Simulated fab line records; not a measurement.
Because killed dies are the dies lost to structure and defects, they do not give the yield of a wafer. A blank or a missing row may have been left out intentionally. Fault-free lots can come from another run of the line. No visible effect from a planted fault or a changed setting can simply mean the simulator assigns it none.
The tool behind it: which one? :: flow sky130 :: 32 wafers from 11 lots sampled at 4 of the route's 708 steps

WHAT EACH GAUGE READ, for each wafer
SKY_CONTACT_RS_MEAS_25: uses a four-point probe to measure. Usual: CONTACT_W_RS typically reads 0.337 ohm/sq, with standard deviation 0.0039.
lot: L106
measured: day 30 20:35
on: film_metro-04
CONTACT_W_RS (ohm/sq): 0.340 0.338 0.334
flag: 

lot: L107
measured: day 31 08:10
on: film_metro-04
CONTACT_W_RS (ohm/sq): 0.332 0.336 0.335
flag: 

lot: L108
measured: day 31 14:32
on: film_metro-03
CONTACT_W_RS (ohm/sq): 0.338 0.338 0.337
flag: 

lot: L109
measured: day 32 08:41
on: film_metro-02
CONTACT_W_RS (ohm/sq): 0.343 0.343 0.338
flag: 

lot: L110
measured: day 32 15:59
on: film_metro-02
CONTACT_W_RS (ohm/sq): 0.345 0.337 0.345
flag: 

lot: L111
measured: day 32 18:18
on: film_metro-02
CONTACT_W_RS (ohm/sq): 0.341 0.343 0.346
flag: 

lot: L112
measured: day 33 01:24
on: film_metro-03
CONTACT_W_RS (ohm/sq): 0.344 0.340 0.342
flag: 

lot: L113
measured: day 33 16:20
on: film_metro-02
CONTACT_W_RS (ohm/sq): 0.334 0.336 0.330
flag: 

lot: L115
measured: day 34 06:52
on: film_metro-04
CONTACT_W_RS (ohm/sq): 0.333 0.337 0.332
flag: 

lot: L117
measured: day 35 00:06
on: film_metro-02
CONTACT_W_RS (ohm/sq): 0.331 0.338 0.342
flag: 

lot: L129
measured: day 39 08:17
on: film_metro-04
CONTACT_W_RS (ohm/sq): 0.334 0.334
flag: 

SKY_METAL1_THK_MEAS_06: measures by xrf. Usual: METAL1_ALCU_THK typically reads 247 nm, with standard deviation 3.9.
lot: L106
measured: day 30 21:19
on: film_metro-01
METAL1_ALCU_THK (nm): 247 246 247
flag: 

lot: L107
measured: day 31 08:54
on: film_metro-01
METAL1_ALCU_THK (nm): 247 248 245
flag: 

lot: L108
measured: day 31 15:15
on: film_metro-04
METAL1_ALCU_THK (nm): 246 246 246
flag: 

lot: L109
measured: day 32 09:25
on: film_metro-04
METAL1_ALCU_THK (nm): 253 254 254
flag: 

lot: L110
measured: day 32 16:44
on: film_metro-01
METAL1_ALCU_THK (nm): 248 247 249
flag: 

lot: L111
measured: day 32 19:02
on: film_metro-01
METAL1_ALCU_THK (nm): 243 247 246
flag: 

lot: L112
measured: day 33 02:08
on: film_metro-04
METAL1_ALCU_THK (nm): 246 248 245
flag: 

lot: L113
measured: day 33 17:03
on: film_metro-02
METAL1_ALCU_THK (nm): 244 243 244
flag: 

lot: L115
measured: day 34 07:35
on: film_metro-02
METAL1_ALCU_THK (nm): 247 244 243
flag: 

lot: L117
measured: day 35 00:50
on: film_metro-02
METAL1_ALCU_THK (nm): 245 248 247
flag: 

lot: L129
measured: day 39 09:00
on: film_metro-02
METAL1_ALCU_THK (nm): 259 259
flag: OFF

EACH LOT AND THE TOOL THAT RAN IT (in order: tool; ch and the chambers of the sampled wafers; start)
lot: L106
SKY_CONTACT_CMP_27: cmp-01 ch 0,1,3, day 30 20:48
SKY_METAL1_SPUTTER_04: pvd_sputter-02, day 30 21:08

lot: L107
SKY_CONTACT_CMP_27: cmp-02 ch 1,3, day 31 08:20
SKY_METAL1_SPUTTER_04: pvd_sputter-04, day 31 08:43

lot: L108
SKY_CONTACT_CMP_27: cmp-02 ch 0,1,3, day 31 14:46
SKY_METAL1_SPUTTER_04: pvd_sputter-02, day 31 15:04

lot: L109
SKY_CONTACT_CMP_27: cmp-01 ch 0,1,2, day 32 08:55
SKY_METAL1_SPUTTER_04: pvd_sputter-01, day 32 09:16

lot: L110
SKY_CONTACT_CMP_27: cmp-01 ch 1,2, day 32 16:13
SKY_METAL1_SPUTTER_04: pvd_sputter-04, day 32 16:34

lot: L111
SKY_CONTACT_CMP_27: cmp-02 ch 1,3, day 32 18:28
SKY_METAL1_SPUTTER_04: pvd_sputter-04, day 32 18:52

lot: L112
SKY_CONTACT_CMP_27: cmp-02 ch 1,2,3, day 33 01:41
SKY_METAL1_SPUTTER_04: pvd_sputter-02, day 33 01:58

lot: L113
SKY_CONTACT_CMP_27: cmp-01 ch 0,2, day 33 16:28
SKY_METAL1_SPUTTER_04: pvd_sputter-02, day 33 16:52

lot: L115
SKY_CONTACT_CMP_27: cmp-02 ch 0,1,2, day 34 07:01
SKY_METAL1_SPUTTER_04: pvd_sputter-02, day 34 07:25

lot: L117
SKY_CONTACT_CMP_27: cmp-02 ch 0,1,3, day 35 00:20
SKY_METAL1_SPUTTER_04: pvd_sputter-02, day 35 00:40

lot: L129
SKY_CONTACT_CMP_27: cmp-02 ch 0,3, day 39 08:28
SKY_METAL1_SPUTTER_04: pvd_sputter-04, day 39 08:49
- SKY_CONTACT_CMP_27: polishes, stops on SiO2, t overpolish 15 s, target thk 0 nm.
- SKY_METAL1_SPUTTER_04: material TiN, target thk 70 nm, time 58.3 s.

AS READ BY THE TOOLS THEMSELVES (means over the sampled wafers that have a number; for cases with no such wafer, the mark the record gives instead)
SKY_CONTACT_CMP_27. Usual: head_pressure_psi 3.500 psi, standard deviation 0.007; motor_current_A 11.7 A, standard deviation 0.82; overpolish_run_s 15.001 s, standard deviation 0.0089; time_to_endpoint_s 83 s, standard deviation 3.5.
lot: L106
tool: cmp-01
head_pressure_psi (psi): 3.505
motor_current_A (A): 11.3
overpolish_run_s (s): 15.000
time_to_endpoint_s (s): 81
flag: 

lot: L107
tool: cmp-02
head_pressure_psi (psi): 3.502
motor_current_A (A): 10.7
overpolish_run_s (s): 15.011
time_to_endpoint_s (s): 80
flag: 

lot: L108
tool: cmp-02
head_pressure_psi (psi): 3.500
motor_current_A (A): 11.1
overpolish_run_s (s): 14.997
time_to_endpoint_s (s): 85
flag: 

lot: L109
tool: cmp-01
head_pressure_psi (psi): 3.494
motor_current_A (A): 11.6
overpolish_run_s (s): 14.994
time_to_endpoint_s (s): 82
flag: 

lot: L110
tool: cmp-01
head_pressure_psi (psi): 3.497
motor_current_A (A): 11.6
overpolish_run_s (s): 14.998
time_to_endpoint_s (s): 85
flag: 

lot: L111
tool: cmp-02
head_pressure_psi (psi): 3.505
motor_current_A (A): 11.2
overpolish_run_s (s): 14.999
time_to_endpoint_s (s): 84
flag: 

lot: L112
tool: cmp-02
head_pressure_psi (psi): 3.493
motor_current_A (A): 12.1
overpolish_run_s (s): 14.988
time_to_endpoint_s (s): 80
flag: 

lot: L113
tool: cmp-01
head_pressure_psi (psi): 3.502
motor_current_A (A): 11.4
overpolish_run_s (s): 15.001
time_to_endpoint_s (s): 85
flag: 

lot: L115
tool: cmp-02
head_pressure_psi (psi): 3.496
motor_current_A (A): 12.3
overpolish_run_s (s): 15.008
time_to_endpoint_s (s): 89
flag: 

lot: L117
tool: cmp-02
head_pressure_psi (psi): 3.500
motor_current_A (A): 11.4
overpolish_run_s (s): 15.006
time_to_endpoint_s (s): 84
flag: 

lot: L129
tool: cmp-02
head_pressure_psi (psi): 3.500
motor_current_A (A): 11.2
overpolish_run_s (s): 14.998
time_to_endpoint_s (s): 84
flag: 

SKY_METAL1_SPUTTER_04. Usual: cathode_dc_power_W 6500.0 W, standard deviation 1.1; throttle_valve_pct 30.0 %, standard deviation 1.1.
lot: L106
tool: pvd_sputter-02
cathode_dc_power_W (W): 6500.3
throttle_valve_pct (%): 29.0
flag: 

lot: L107
tool: pvd_sputter-04
cathode_dc_power_W (W): 6500.3
throttle_valve_pct (%): 31.2
flag: 

lot: L108
tool: pvd_sputter-02
cathode_dc_power_W (W): 6500.3
throttle_valve_pct (%): 29.9
flag: 

lot: L109
tool: pvd_sputter-01
cathode_dc_power_W (W): 6501.1
throttle_valve_pct (%): 29.9
flag: 

lot: L110
tool: pvd_sputter-04
cathode_dc_power_W (W): 6499.6
throttle_valve_pct (%): 29.9
flag: 

lot: L111
tool: pvd_sputter-04
cathode_dc_power_W (W): 6500.0
throttle_valve_pct (%): 29.6
flag: 

lot: L112
tool: pvd_sputter-02
cathode_dc_power_W (W): 6499.4
throttle_valve_pct (%): 28.4
flag: 

lot: L113
tool: pvd_sputter-02
cathode_dc_power_W (W): 6499.5
throttle_valve_pct (%): 31.0
flag: 

lot: L115
tool: pvd_sputter-02
cathode_dc_power_W (W): 6499.3
throttle_valve_pct (%): 29.3
flag: 

lot: L117
tool: pvd_sputter-02
cathode_dc_power_W (W): 6499.5
throttle_valve_pct (%): 30.2
flag: 

lot: L129
tool: pvd_sputter-04
cathode_dc_power_W (W): 6499.1
throttle_valve_pct (%): 29.4
flag: 

THE ANSWER, worked out from the rows above alone
Rule: a lot is off if the mean of its wafers that have a number lies more than 3 standard deviations from the usual mean. Also off: a lot with no number at a reading for which 4 or more lots have one. The other lots that the step has rows for count as sound. First the gauges in route order, then the tools' own readings, where a lot's mean is used as printed above. At the first step where some lot is off, the reading lying furthest off is the one used; lots without a number count as furthest.
Off: at SKY_METAL1_THK_MEAS_06 (METAL1_ALCU_THK), L129.
A tool fits if, at a process step before that reading, it ran every lot that is off, and no sound lot after the first of them. The gauges at SKY_METAL1_THK_MEAS_06 are tried like those tools. Can't be told from this: 3 tools fit, cmp-02 at SKY_CONTACT_CMP_27, pvd_sputter-04 at SKY_METAL1_SPUTTER_04, film_metro-02 at SKY_METAL1_THK_MEAS_06.

WHAT THE SIMULATOR HAD INSERTED
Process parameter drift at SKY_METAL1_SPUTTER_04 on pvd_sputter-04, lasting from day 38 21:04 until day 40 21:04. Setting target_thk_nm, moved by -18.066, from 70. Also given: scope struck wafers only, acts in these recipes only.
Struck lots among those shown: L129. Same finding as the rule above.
